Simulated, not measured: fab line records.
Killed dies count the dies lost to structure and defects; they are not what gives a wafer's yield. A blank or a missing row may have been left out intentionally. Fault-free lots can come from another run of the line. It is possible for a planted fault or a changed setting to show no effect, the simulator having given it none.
The tool behind it: which one? | flow sky130 | 12 lots, 36 wafers sampled, at 4 steps of a route of 708

== WHAT EACH GAUGE READ, for each wafer ==
SKY_VT_ADJUST_LVTN_TW_MEAS_21.
lot  | measured     | on            | VT_ADJUST_LVTN_2_TW
L572 | day 8 03:55  | film metro-01 | 187.3 187.4 187.6
L573 | day 8 05:04  | film metro-04 | 186.8 187.9 186.8
L574 | day 8 13:37  | film metro-04 | 186.9 186.8 186.9
L575 | day 8 18:23  | film metro-01 | 187.2 186.8 186.1
L577 | day 9 10:54  | film metro-02 | 185.9 186.3 186.8
L583 | day 11 01:41 | film metro-02 | 203.2 203.2 203.5 203.2 204.9 204.9
L585 | day 11 15:22 | film metro-02 | 203.7 204.7 204.1 203.1 203.5 204.4
L589 | day 12 16:11 | film metro-02 | 186.5 185.1 185.0
L590 | day 13 03:11 | film metro-04 | 188.5 189.2 188.5
L591 | day 13 06:31 | film metro-01 | 187.2 187.6 188.0
L593 | day 14 04:06 | film metro-01 | 188.5 187.1 187.7
L594 | day 14 09:41 | film metro-02 | 186.3 186.9 186.2

SKY_CAPM_RS_MEAS_03: a four-point-probe measurement.
lot  | measured     | on            | CAPM_TIN_RS (ohm/sq)
L572 | day 36 20:51 | film metro-02 | 6.90 6.95 6.91
L573 | day 36 23:11 | film metro-02 | 6.80 6.86 6.96
L574 | day 37 14:26 | film metro-03 | 6.99 6.89 7.01
L575 | day 37 15:21 | film metro-02 | 6.91 7.08 7.04
L577 | day 38 07:58 | film metro-03 | 6.92 6.91 6.83
L583 | day 40 04:30 | film metro-02 | 6.89 6.91 6.94
L585 | day 40 18:16 | film metro-02 | 6.88 6.90 6.99
L589 | day 41 14:11 | film metro-02 | 6.95 6.85 6.98
L590 | day 42 02:32 | film metro-02 | 6.97 6.85 6.90
L591 | day 42 07:11 | film metro-03 | 6.85 6.82 6.81
L593 | day 42 23:07 | film metro-02 | 6.98 6.93 7.01
L594 | day 43 05:50 | film metro-04 | 6.91 6.85 6.97

SKY_METAL3_OVL_MEAS_14.
lot  | measured     | on         | METAL3_OVL (nm)
L572 | day 39 00:42 | overlay-02 | 1 1 1
L573 | day 39 01:32 | overlay-01 | -8 -3 0
L574 | day 39 16:40 | overlay-01 | 8 7 4
L575 | day 39 17:23 | overlay-02 | -10 -6 -8
L577 | day 40 10:47 | overlay-02 | 13 5 5
L583 | day 42 05:03 | overlay-02 | -3 -6 -4
L585 | day 42 17:44 | overlay-02 | 1 6 7
L589 | day 43 13:05 | overlay-01 | -1 -1 14
L590 | day 44 01:08 | overlay-01 | 10 4 6
L591 | day 44 05:38 | overlay-02 | -2 5 -4
L593 | day 44 20:32 | overlay-01 | -9 5 -6
L594 | day 45 03:27 | overlay-01 | 0 -2 -2

== TOOL THAT RAN EACH LOT (tool first, then ch and the chambers of the sampled wafers, then the start) ==
lot  | SKY_VT_ADJUST_LVTN_IMPLANT_19
L572 | implanter-02 ch 0, day 8 03:43
L573 | implanter-01 ch 0, day 8 04:49
L574 | implanter-04 ch 0, day 8 13:24
L575 | implanter-02 ch 0, day 8 18:08
L577 | implanter-04 ch 0, day 9 10:40
L583 | implanter-02 ch 0, day 11 01:26
L585 | implanter-02 ch 0, day 11 15:07
L589 | implanter-01 ch 0, day 12 15:56
L590 | implanter-01 ch 0, day 13 02:56
L591 | implanter-04 ch 0, day 13 06:16
L593 | implanter-01 ch 0, day 14 03:52
L594 | implanter-02 ch 0, day 14 09:26
- SKY_VT_ADJUST_LVTN_IMPLANT_19

== WHAT THE TOOLS THEMSELVES READ (means of the sampled wafers that have a number; where no wafer has one, the mark that the record gives instead) ==
SKY_VT_ADJUST_LVTN_IMPLANT_19.
lot  | tool         | dose ions cm2 | end station pressure torr (Torr) | faraday current uA
L572 | implanter-02 | 6.495e+11     | 5e-06                            | 3.63
L573 | implanter-01 | 6.501e+11     | 5e-06                            | 3.64
L574 | implanter-04 | 6.504e+11     | 5e-06                            | 3.70
L575 | implanter-02 | 6.493e+11     | 5e-06                            | 3.67
L577 | implanter-04 | 6.499e+11     | 5e-06                            | 3.66
L583 | implanter-02 | 9.224e+11     | 5e-06                            | 5.11
L585 | implanter-02 | 9.225e+11     | 5e-06                            | 5.16
L589 | implanter-01 | 6.505e+11     | 5e-06                            | 3.70
L590 | implanter-01 | 6.500e+11     | 5e-06                            | 3.74
L591 | implanter-04 | 6.499e+11     | 5e-06                            | 3.61
L593 | implanter-01 | 6.499e+11     | 5e-06                            | 3.68
L594 | implanter-02 | 6.499e+11     | 5e-06                            | 3.65

== THE ANSWER, worked out from the rows above alone ==
Rule: what is usual is taken from the lots themselves. The widest of any qualifying gaps counts: lots, ordered by their means at a reading, are off when they make up no more than a third of the lots, leave a main group of 4 or more, and stand apart from it by 3 or more times the standard deviation of that group's means. The tables above print the reading to a certain number of digits; a main group whose means all agree to those digits is not used. A lot without any number at a reading at which 4 lots or more have one is off too. Where the step has rows for the other lots, those lots are counted as sound. First the gauges in route order, then the tools' own readings, where a lot's mean is used as printed above. The first step at which some lot is off is used, and at that step the reading that is off furthest; a lot without a number counts as furthest.
Off: at SKY_VT_ADJUST_LVTN_TW_MEAS_21 (VT_ADJUST_LVTN_2_TW), L583, L585. The main group has a mean of 187.1 with a standard deviation of 0.84.
A tool fits if, at a process step before that reading, it ran every lot that is off, and no sound lot after the first of them. The gauges at SKY_VT_ADJUST_LVTN_TW_MEAS_21 aren't tried: what is off there is off at SKY_VT_ADJUST_LVTN_IMPLANT_19 too, on other tools, and a gauge's error can't cause that. No candidate that was tried fits.

== WHAT THE SIMULATOR HAD PUT IN ==
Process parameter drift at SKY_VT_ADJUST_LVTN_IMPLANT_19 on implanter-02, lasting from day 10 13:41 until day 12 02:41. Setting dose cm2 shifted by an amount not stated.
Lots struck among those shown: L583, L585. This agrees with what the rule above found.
